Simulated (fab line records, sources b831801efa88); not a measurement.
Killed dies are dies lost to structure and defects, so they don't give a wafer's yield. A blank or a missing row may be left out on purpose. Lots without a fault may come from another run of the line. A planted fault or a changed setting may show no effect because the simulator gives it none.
fab line records | flow gf180mcu
record lots=24 wafers=72 last_day=34
route steps=602 shown M2@368 V2@397 M3@424 V4@490
lots that met no fault: from a run of the same line without faults
start_h: hours from the record's first day to the start of the lot's first wafer shown | wait_h: hours since the lot's step before | " the same as in the row above | L1.1+2: a row that stands for several wafers | - no value, or no start given | * or withheld: withheld | < > ~ a bound
route shown NAME@n: a module of which the file shows steps, and the number in the route of the first | usual: mean/standard deviation of fault-free wafers | same: alike in all rows | chamber/n: place in a boat | sites: the reading at each site | _std_site: their standard deviation | _edge_site: outer sites' mean less inner sites' | radius_mm: how far each site lies from the wafer's centre | mask NAME#n: copy n | behind: the tool/chamber that last shaped the wafer | hold: why the lot was held/for how many hours/how that ended | device: the transistor (n, p or np) that didn't switch | end of line: the same wafers' tests at the end of the route | a step without rows: its recipe alone | killed: dies lost to structure and defects at the first sort, not the wafer's yield | map: a wafer's dies, x killed, . not, _ none there
set.NAME: the setting as run; set.NAME@STEP: as run at that earlier step | model.NAME: the simulator's own value behind a step, which no gauge read
steps of the route over a sample of lots; a table a step, a row a wafer
services: from which hour (start_h, from the record's first day; less than 0 if before it) a tool's chamber was out of use, for how many hours, and why
## steps
# step GF_M2_THK_MEAS_06
# recipe thk_meas_gauge=xrf reads=AlCu_of_M2_SPUTTER_02
# usual M2_ALCU_THK=454/5.9
# columns lot.wafer tool chamber start_h wait_h M2_ALCU_THK[nm]
L074.3 film_metro-01 - 421.46 0.1 462
L074.5 " - " " 461
L074.6 " - " " 454
L076.1 film_metro-02 - 433.56 0.1 448
L076.2 " - " " 450
L076.4 " - " " 463
L077.1 film_metro-03 - 437.12 0.1 447
L077.4 " - " " 450
L077.5 " - " " 444
L075.1 film_metro-01 - 439.41 0.1 457
L075.2 " - " " 457
L075.5 " - " " 455
L078.1 film_metro-01 - 456.75 0.1 453
L078.4 " - " " 454
L078.6 " - " " 454
L079.1 film_metro-01 - 461.42 0.1 456
L079.3 " - " " 443
L079.6 " - " " 444
L082.3 film_metro-03 - 476.35 0.1 454
L082.5 " - " " 460
L082.6 " - " " 447
L080.3 film_metro-03 - 478.44 0.1 447
L080.5 " - " " 451
L080.6 " - " " 457
L081.3 film_metro-02 - 478.98 0.1 455
L081.4 " - " " 454
L081.6 " - " " 457
L083.3 film_metro-03 - 495.39 0.1 447
L083.4 " - " " 443
L083.5 " - " " 442
L084.2 film_metro-01 - 509.24 0.1 447
L084.4 " - " " 453
L084.6 " - " " 454
L085.1 film_metro-02 - 510.47 0.1 445
L085.2 " - " " 456
L085.4 " - " " 459
L086.1 film_metro-03 - 523.74 0.1 444
L086.2 " - " " 440
L086.4 " - " " 454
L087.2 film_metro-01 - 534.88 0.1 454
L087.3 " - " " 460
L087.6 " - " " 460
L088.1 film_metro-03 - 545.50 0.1 452
L088.2 " - " " 450
L088.4 " - " " 445
L089.1 film_metro-03 - 546.06 0.1 463
L089.4 " - " " 459
L089.5 " - " " 461
L090.2 film_metro-01 - 557.68 0.1 448
L090.3 " - " " 450
L090.4 " - " " 444
L091.3 film_metro-03 - 564.67 0.1 460
L091.4 " - " " 454
L091.5 " - " " 451
L092.2 film_metro-03 - 568.87 0.1 465
L092.5 " - " " 459
L092.6 " - " " 454
L093.1 film_metro-03 - 578.67 0.1 458
L093.3 " - " " 454
L093.6 " - " " 453
L094.2 film_metro-03 - 586.49 0.1 450
L094.4 " - " " 444
L094.6 " - " " 458
L095.1 film_metro-02 - 589.17 0.1 462
L095.3 " - " " 458
L095.6 " - " " 453
L096.1 film_metro-02 - 596.61 0.1 452
L096.2 " - " " 458
L096.4 " - " " 466
L097.1 film_metro-02 - 601.46 0.1 463
L097.2 " - " " 455
L097.3 " - " " 458
# step GF_V2_OVL_MEAS_15
# usual V2_OVL=2/5.2
# columns lot.wafer tool chamber start_h wait_h V2_OVL[nm]
L074.3 overlay-02 - 472.06 0.1 -1
L074.5 " - " " -3
L074.6 " - " " -3
L076.1 overlay-02 - 483.79 0.1 -7
L076.2 " - " " -11
L076.4 " - " " -5
L077.1 overlay-01 - 486.38 0.1 7
L077.4 " - " " 7
L077.5 " - " " 4
L075.1 overlay-02 - 489.40 0.1 2
L075.2 " - " " 10
L075.5 " - " " 10
L078.1 overlay-02 - 505.88 0.1 -7
L078.4 " - " " -3
L078.6 " - " " -5
L079.1 overlay-02 - 509.38 0.1 5
L079.3 " - " " 7
L079.6 " - " " 4
L082.3 overlay-01 - 526.04 0.1 6
L082.5 " - " " 10
L082.6 " - " " 2
L080.3 overlay-02 - 527.29 0.1 -1
L080.5 " - " " 6
L080.6 " - " " 1
L081.3 overlay-01 - 527.36 0.1 6
L081.4 " - " " 4
L081.6 " - " " 9
L083.3 overlay-01 - 542.59 0.1 -7
L083.4 " - " " 0
L083.5 " - " " -4
L084.2 overlay-01 - 555.56 0.1 10
L084.4 " - " " 13
L084.6 " - " " 3
L085.1 overlay-01 - 556.73 0.1 -1
L085.2 " - " " 5
L085.4 " - " " 4
L086.1 overlay-02 - 570.00 0.1 7
L086.2 " - " " 8
L086.4 " - " " 4
L087.2 overlay-02 - 580.39 0.1 5
L087.3 " - " " 3
L087.6 " - " " 7
L088.1 overlay-01 - 588.69 0.1 2
L088.2 " - " " -8
L088.4 " - " " -3
L089.1 overlay-02 - 589.04 0.1 -6
L089.4 " - " " -1
L089.5 " - " " -4
L090.2 overlay-01 - 601.69 0.1 -4
L090.3 " - " " -5
L090.4 " - " " 2
L091.3 overlay-01 - 608.80 0.1 4
L091.4 " - " " 0
L091.5 " - " " 0
L092.2 overlay-01 - 612.45 0.1 4
L092.5 " - " " 1
L092.6 " - " " 8
L093.1 overlay-02 - 620.99 0.1 -3
L093.3 " - " " -3
L093.6 " - " " -1
L094.2 overlay-01 - 628.65 0.1 10
L094.4 " - " " 9
L094.6 " - " " 13
L095.1 overlay-01 - 630.20 0.1 -1
L095.3 " - " " -2
L095.6 " - " " 0
L096.1 overlay-01 - 639.13 0.1 7
L096.2 " - " " 6
L096.4 " - " " 6
L097.1 overlay-01 - 643.95 0.1 0
L097.2 " - " " 3
L097.3 " - " " -2
# step GF_M3_OVL_MEAS_15
# usual M3_OVL=4/5
# columns lot.wafer tool chamber start_h wait_h M3_OVL[nm]
L074.3 overlay-02 - 497.60 0.1 -4
L074.5 " - " " -6
L074.6 " - " " 5
L076.1 overlay-02 - 509.08 0.1 -5
L076.2 " - " " -1
L076.4 " - " " -3
L077.1 overlay-02 - 512.04 0.1 0
L077.4 " - " " 0
L077.5 " - " " 4
L075.1 overlay-02 - 515.23 0.1 9
L075.2 " - " " 14
L075.5 " - " " 6
L078.1 overlay-02 - 530.92 0.1 7
L078.4 " - " " 11
L078.6 " - " " 7
L079.1 overlay-01 - 534.33 0.1 3
L079.3 " - " " -4
L079.6 " - " " 0
L082.3 overlay-01 - 549.71 0.1 1
L082.5 " - " " 0
L082.6 " - " " 1
L081.3 overlay-01 - 551.25 0.1 6
L081.4 " - " " 3
L081.6 " - " " -1
L080.3 overlay-01 - 551.59 0.1 4
L080.5 " - " " 4
L080.6 " - " " 7
L083.3 overlay-02 - 566.09 0.1 0
L083.4 " - " " -2
L083.5 " - " " -2
L084.2 overlay-02 - 578.54 0.1 3
L084.4 " - " " 2
L084.6 " - " " 7
L085.1 overlay-02 - 581.08 0.1 2
L085.2 " - " " 7
L085.4 " - " " 3
L086.1 overlay-02 - 592.88 0.1 10
L086.2 " - " " 4
L086.4 " - " " 2
L087.2 overlay-02 - 603.54 0.1 8
L087.3 " - " " 3
L087.6 " - " " 11
L088.1 overlay-02 - 610.43 0.1 6
L088.2 " - " " 7
L088.4 " - " " 10
L089.1 overlay-02 - 611.38 0.1 1
L089.4 " - " " 5
L089.5 " - " " 0
L090.2 overlay-02 - 624.40 0.1 5
L090.3 " - " " 11
L090.4 " - " " 4
L091.3 overlay-01 - 631.94 0.1 6
L091.4 " - " " -1
L091.5 " - " " 2
L092.2 overlay-01 - 634.15 0.1 2
L092.5 " - " " 7
L092.6 " - " " -3
L093.1 overlay-02 - 642.82 0.1 11
L093.3 " - " " 10
L093.6 " - " " 6
L094.2 overlay-02 - 650.55 0.1 0
L094.4 " - " " -3
L094.6 " - " " 4
L095.1 overlay-02 - 651.85 0.1 8
L095.3 " - " " 4
L095.6 " - " " 3
L096.1 overlay-02 - 660.49 0.1 5
L096.2 " - " " 5
L096.4 " - " " 9
L097.1 overlay-02 - 665.14 0.1 -8
L097.2 " - " " -2
L097.3 " - " " -7
# step GF_M3_STRIP_17
# recipe chemistry=O2/N2 power_w=1400 pressure_mtorr=1500 platen_temp_c=250 o2_flow_sccm=3000 n2_flow_sccm=300 overash_fraction=0.5
# usual drypump_motor_current_A=5.6/0.54 heater_power_w=321/30 oes_product_au=0.536/0.0048 strip_time_to_endpoint_s=7.37/0.038
# columns lot.wafer tool chamber start_h wait_h drypump_motor_current_A heater_power_w oes_product_au rf_hours_counter_h strip_time_to_endpoint_s
L074.3 plasma_asher-02 1 497.79 0.1 6.0 337 0.537 - 7.31
L074.5 " 0 " " 4.9 305 0.531 - 7.36
L074.6 " 1 " " 6.0 332 0.530 - 7.36
L076.1 plasma_asher-03 0 509.25 0.1 5.5 293 0.537 40 7.32
L076.2 " 1 " " 6.6 292 0.534 40 7.35
L076.4 " 1 " " 6.6 305 0.538 - 7.33
L077.1 plasma_asher-03 0 512.21 0.1 5.5 289 0.537 41 7.36
L077.4 " 1 " " 6.7 293 0.540 - 7.39
L077.5 " 1 " " 6.7 292 0.537 - 7.39
L075.1 plasma_asher-02 0 515.40 0.1 4.9 303 0.539 72 7.39
L075.2 " 1 " " 5.9 328 0.538 72 7.43
L075.5 " 1 " " 6.0 328 0.542 - 7.48
L078.1 plasma_asher-03 0 531.08 0.1 5.5 294 0.534 42 7.31
L078.4 " 1 " " 6.6 299 0.537 - 7.35
L078.6 " 1 " " 6.6 299 0.533 - 7.33
L079.1 plasma_asher-01 0 534.50 0.1 5.6 336 0.533 10 7.40
L079.3 " 1 " " 5.6 398 0.536 - 7.37
L079.6 " 1 " " 5.6 398 0.537 - 7.36
L082.3 plasma_asher-01 0 549.90 0.1 5.6 324 0.537 - 7.38
L082.5 " 1 " " 5.6 399 0.541 - 7.40
L082.6 " 0 " " 5.6 329 0.538 - 7.40
L081.3 plasma_asher-02 1 551.44 0.1 5.9 336 0.546 - 7.42
L081.4 " 0 " " 4.9 301 0.534 - 7.40
L081.6 " 1 " " 6.0 330 0.543 - 7.40
L080.3 plasma_asher-03 0 551.78 0.1 5.5 295 0.537 - 7.37
L080.5 " 1 " " 6.6 290 0.527 - 7.29
L080.6 " 0 " " 5.5 302 0.528 - 7.37
L083.3 plasma_asher-02 0 566.28 0.1 4.9 303 0.532 - 7.43
L083.4 " 1 " " 6.0 335 0.531 - 7.38
L083.5 " 1 " " 6.0 336 0.532 - 7.35
L084.2 plasma_asher-01 1 578.70 0.1 5.6 383 0.536 14 7.36
L084.4 " 0 " " 5.6 334 0.527 - 7.34
L084.6 " 0 " " 5.6 337 0.551 - 7.40
L085.1 plasma_asher-01 1 581.25 0.1 5.6 395 0.538 15 7.40
L085.2 " 0 " " 5.7 325 0.537 15 7.40
L085.4 " 0 " " 5.7 326 0.536 - 7.39
L086.1 plasma_asher-02 1 593.05 0.1 6.0 331 0.538 79 7.39
L086.2 " 0 " " 4.9 309 0.548 79 7.42
L086.4 " 1 " " 6.0 331 0.541 - 7.36
L087.2 plasma_asher-03 1 603.70 0.1 6.6 296 0.545 50 7.39
L087.3 " 1 " " 6.6 307 0.541 - 7.43
L087.6 " 0 " " 5.5 301 0.533 - 7.38
L088.1 plasma_asher-01 0 610.60 0.1 5.7 325 0.535 18 7.28
L088.2 " 1 " " 5.6 397 0.536 18 7.36
L088.4 " 0 " " 5.7 331 0.536 - 7.31
L089.1 plasma_asher-02 1 611.55 0.1 6.0 329 0.537 82 7.35
L089.4 " 1 " " 6.0 332 0.537 - 7.34
L089.5 " 0 " " 4.9 302 0.532 - 7.38
L090.2 plasma_asher-02 0 624.56 0.1 4.9 306 0.540 83 7.39
L090.3 " 1 " " 6.0 330 0.530 - 7.37
L090.4 " 0 " " 4.9 302 0.534 - 7.37
L091.3 plasma_asher-02 1 632.13 0.1 6.0 323 0.538 - 7.31
L091.4 " 0 " " 4.9 311 0.539 - 7.40
L091.5 " 0 " " 4.9 300 0.532 - 7.29
L092.2 plasma_asher-02 0 634.31 0.1 4.9 304 0.543 84 7.40
L092.5 " 0 " " 4.9 309 0.530 - 7.37
L092.6 " 1 " " 5.9 339 0.544 - 7.38
L093.1 plasma_asher-02 0 642.98 0.1 4.9 293 0.534 85 7.43
L093.3 " 0 " " 4.9 303 0.539 - 7.38
L093.6 " 0 " " 4.9 314 0.539 - 7.45
L094.2 plasma_asher-02 1 650.84 0.2 6.0 325 0.532 86 7.36
L094.4 " 1 " " 6.0 332 0.547 - 7.42
L094.6 " 1 " " 6.0 324 0.534 - 7.39
L095.1 plasma_asher-02 1 652.01 0.1 6.0 322 0.538 86 7.37
L095.3 " 0 " " 4.9 299 0.540 - 7.37
L095.6 " 1 " " 5.9 328 0.526 - 7.35
L096.1 plasma_asher-03 1 660.78 0.2 6.6 297 0.536 56 7.38
L096.2 " 0 " " 5.5 302 0.543 56 7.40
L096.4 " 0 " " 5.5 301 0.536 - 7.36
L097.1 plasma_asher-02 1 665.43 0.2 6.0 337 0.545 87 7.34
L097.2 " 0 " " 4.9 301 0.531 87 7.35
L097.3 " 0 " " 4.9 301 0.529 - 7.36
# step GF_V4_CD_MEAS_14
# recipe target_cd_nm=260
# usual cd_nm=259.8/1.3
# columns lot.wafer tool chamber start_h wait_h cd_nm
L074.3 cd_sem-02 - 569.36 0.1 259.7
L074.5 " - " " 260.5
L074.6 " - " " 260.2
L076.1 cd_sem-02 - 581.13 0.1 260.9
L076.2 " - " " 259.5
L076.4 " - " " 260.0
L077.1 cd_sem-01 - 583.22 0.1 261.5
L077.4 " - " " 261.1
L077.5 " - " " 261.3
L075.1 cd_sem-01 - 584.91 0.1 258.1
L075.2 " - " " 258.1
L075.5 " - " " 258.1
L078.1 cd_sem-01 - 599.27 0.1 258.6
L078.4 " - " " 258.1
L078.6 " - " " 258.3
L079.1 cd_sem-01 - 603.48 0.1 259.1
L079.3 " - " " 261.0
L079.6 " - " " 261.3
L082.3 cd_sem-01 - 618.37 0.1 260.5
L082.5 " - " " 261.1
L082.6 " - " " 259.5
L081.3 cd_sem-02 - 619.06 0.1 259.4
L081.4 " - " " 261.3
L081.6 " - " " 260.2
L080.3 cd_sem-01 - 619.12 0.2 260.3
L080.5 " - " " 259.8
L080.6 " - " " 259.0
L083.3 cd_sem-02 - 632.21 0.1 260.0
L083.4 " - " " 259.4
L083.5 " - " " 260.6
L084.2 cd_sem-02 - 644.68 0.1 260.9
L084.4 " - " " 260.8
L084.6 " - " " 259.6
L085.1 cd_sem-01 - 646.87 0.1 257.9
L085.2 " - " " 257.6
L085.4 " - " " 257.4
L086.1 cd_sem-01 - 658.06 0.1 258.8
L086.2 " - " " 259.9
L086.4 " - " " 259.5
L087.2 cd_sem-01 - 667.48 0.1 261.7
L087.3 " - " " 262.2
L087.6 " - " " 261.5
L088.1 cd_sem-02 - 675.33 0.1 259.0
L088.2 " - " " 258.7
L088.4 " - " " 259.2
L089.1 cd_sem-02 - 675.68 0.1 260.3
L089.4 " - " " 259.9
L089.5 " - " " 261.5
L090.2 cd_sem-01 - 688.29 0.1 259.0
L090.3 " - " " 259.2
L090.4 " - " " 259.1
L091.3 cd_sem-01 - 694.46 0.1 259.6
L091.4 " - " " 261.3
L091.5 " - " " 259.3
L092.2 cd_sem-01 - 697.43 0.1 263.9
L092.5 " - " " 261.8
L092.6 " - " " 262.9
L093.1 cd_sem-02 - 705.77 0.1 260.7
L093.3 " - " " 260.3
L093.6 " - " " 259.9
L094.2 cd_sem-02 - 711.23 0.1 258.5
L094.4 " - " " 258.5
L094.6 " - " " 258.4
L095.1 cd_sem-02 - 713.21 0.1 258.7
L095.3 " - " " 260.1
L095.6 " - " " 257.7
L096.1 cd_sem-02 - 721.17 0.1 258.7
L096.2 " - " " 259.2
L096.4 " - " " 258.0
L097.1 cd_sem-01 - 724.87 0.1 260.7
L097.2 " - " " 260.8
L097.3 " - " " 260.8
# step GF_V4_ETCH_16
# recipe chemistry=N2/H2 target_depth_a=withheld overetch_a=withheld time_s=withheld target=BARC ion_energy_ev=200 source_w=500 bias_w=100 pressure_mtorr=30 n2_flow_sccm=100 h2_flow_sccm=200
# usual drypump_motor_current_A=5.84/0.28 oes_product_au=0.854/0.0045 throttle_valve_pct=13.224/0.01
# columns lot.wafer tool chamber start_h wait_h drypump_motor_current_A oes_product_au throttle_valve_pct
L074.3 rie_diel-02 0 569.48 0.0 5.78 0.856 13.237
L074.5 " 3 " " 5.98 0.860 13.234
L074.6 " 0 " " 5.81 0.853 13.218
L076.1 rie_diel-02 2 581.28 0.0 6.05 0.857 13.235
L076.2 " 1 " " 5.96 0.858 13.211
L076.4 " 0 " " 5.76 0.855 13.222
L077.1 rie_diel-03 1 583.38 0.0 5.88 0.859 13.203
L077.4 " 0 " " 5.31 0.860 13.227
L077.5 " 1 " " 5.88 0.857 13.239
L075.1 rie_diel-04 0 585.07 0.0 5.88 0.853 13.225
L075.2 " 2 " " 5.75 0.850 13.221
L075.5 " 2 " " 5.73 0.852 13.220
L078.1 rie_diel-04 1 599.43 0.0 5.85 0.857 13.211
L078.4 " 0 " " 5.88 0.855 13.232
L078.6 " 2 " " 5.76 0.864 13.229
L079.1 rie_diel-02 3 603.63 0.0 5.97 0.856 13.231
L079.3 " 0 " " 5.77 0.853 13.242
L079.6 " 2 " " 6.07 0.850 13.225
L082.3 rie_diel-04 3 618.48 0.0 5.15 0.858 13.216
L082.5 " 1 " " 5.85 0.852 13.228
L082.6 " 0 " " 5.87 0.857 13.216
L081.3 rie_diel-03 2 619.18 0.0 5.98 0.846 13.224
L081.4 " 0 " " 5.32 0.850 13.222
L081.6 " 1 " " 5.88 0.857 13.226
L080.3 rie_diel-02 2 619.24 0.0 6.09 0.863 13.234
L080.5 " 2 " " 6.08 0.856 13.214
L080.6 " 3 " " 5.97 0.858 13.228
L083.3 rie_diel-03 0 632.33 0.0 5.35 0.854 13.219
L083.4 " 2 " " 6.00 0.855 13.221
L083.5 " 3 " " 6.43 0.852 13.209
L084.2 rie_diel-04 2 644.82 0.0 5.72 0.857 13.226
L084.4 " 1 " " 5.87 0.854 13.238
L084.6 " 1 " " 5.84 0.845 13.210
L085.1 rie_diel-04 0 647.03 0.0 5.85 0.860 13.216
L085.2 " 3 " " 5.15 0.861 13.231
L085.4 " 1 " " 5.85 0.851 13.209
L086.1 rie_diel-02 1 658.22 0.0 5.96 0.856 13.239
L086.2 " 3 " " 5.98 0.858 13.222
L086.4 " 0 " " 5.80 0.854 13.201
L087.2 rie_diel-03 3 667.61 0.0 6.40 0.856 13.232
L087.3 " 0 " " 5.33 0.852 13.205
L087.6 " 3 " " 6.36 0.858 13.228
L088.1 rie_diel-03 3 675.48 0.0 6.38 0.853 13.223
L088.2 " 0 " " 5.33 0.859 13.229
L088.4 " 2 " " 6.00 0.854 13.222
L089.1 rie_diel-04 1 675.83 0.0 5.86 0.849 13.227
L089.4 " 3 " " 5.15 0.846 13.227
L089.5 " 0 " " 5.88 0.854 13.228
L090.2 rie_diel-04 2 688.43 0.0 5.75 0.858 13.232
L090.3 " 0 " " 5.92 0.852 13.213
L090.4 " 3 " " 5.14 0.853 13.228
L091.3 rie_diel-04 1 694.58 0.0 5.85 0.851 13.237
L091.4 " 2 " " 5.73 0.862 13.218
L091.5 " 1 " " 5.85 0.846 13.216
L092.2 rie_diel-04 1 697.56 0.0 5.85 0.860 13.232
L092.5 " 0 " " 5.89 0.859 13.227
L092.6 " 1 " " 5.86 0.852 13.224
L093.1 rie_diel-02 3 705.93 0.0 5.96 0.856 13.216
L093.3 " 2 " " 6.06 0.850 13.218
L093.6 " 2 " " 6.10 0.850 13.220
L094.2 rie_diel-02 2 711.36 0.0 6.07 0.846 13.211
L094.4 " 3 " " 5.93 0.855 13.225
L094.6 " 0 " " 5.81 0.850 13.213
L095.1 rie_diel-02 2 713.36 0.0 6.04 0.851 13.239
L095.3 " 3 " " 5.95 0.856 13.222
L095.6 " 1 " " 5.96 0.865 13.249
L096.1 rie_diel-03 1 721.33 0.0 5.88 0.847 13.216
L096.2 " 3 " " 6.34 0.850 13.206
L096.4 " 2 " " 5.98 0.846 13.221
L097.1 rie_diel-04 1 725.03 0.0 5.85 0.852 13.229
L097.2 " 3 " " 5.17 0.858 13.218
L097.3 " 0 " " 5.82 0.852 13.205
## services
# columns tool chamber start_h hours kind
rie_diel-04 1 475.33 1.3 repair
rie_diel-02 - 486.18 1.0 repair
rie_diel-03 - 487.73 0.5 repair
rie_diel-03 3 492.26 2.9 repair
rie_diel-02 2 507.57 2.7 repair
rie_diel-04 1 516.93 11.9 repair
plasma_asher-02 - 520.92 1.9 repair
rie_diel-02 - 538.78 0.5 repair
rie_diel-03 - 539.12 0.5 repair
rie_diel-04 0 566.34 - clean
rie_diel-04 0 566.34 13.3 scheduled_down
rie_diel-03 3 585.60 2.1 repair
rie_diel-04 2 617.73 4.2 repair
rie_diel-04 - 619.03 0.4 repair
rie_diel-04 3 629.60 2.9 repair
rie_diel-04 1 636.14 3.3 repair
rie_diel-02 0 639.89 2.6 repair
rie_diel-02 1 644.60 9.8 repair
rie_diel-02 - 662.61 28.1 pm
plasma_asher-03 - 696.89 5.1 repair
plasma_asher-01 - 698.40 2.2 repair
plasma_asher-01 - 706.86 2.8 pm
rie_diel-02 0 715.86 26.2 repair
plasma_asher-02 - 718.89 0.8 repair
## key
fault none
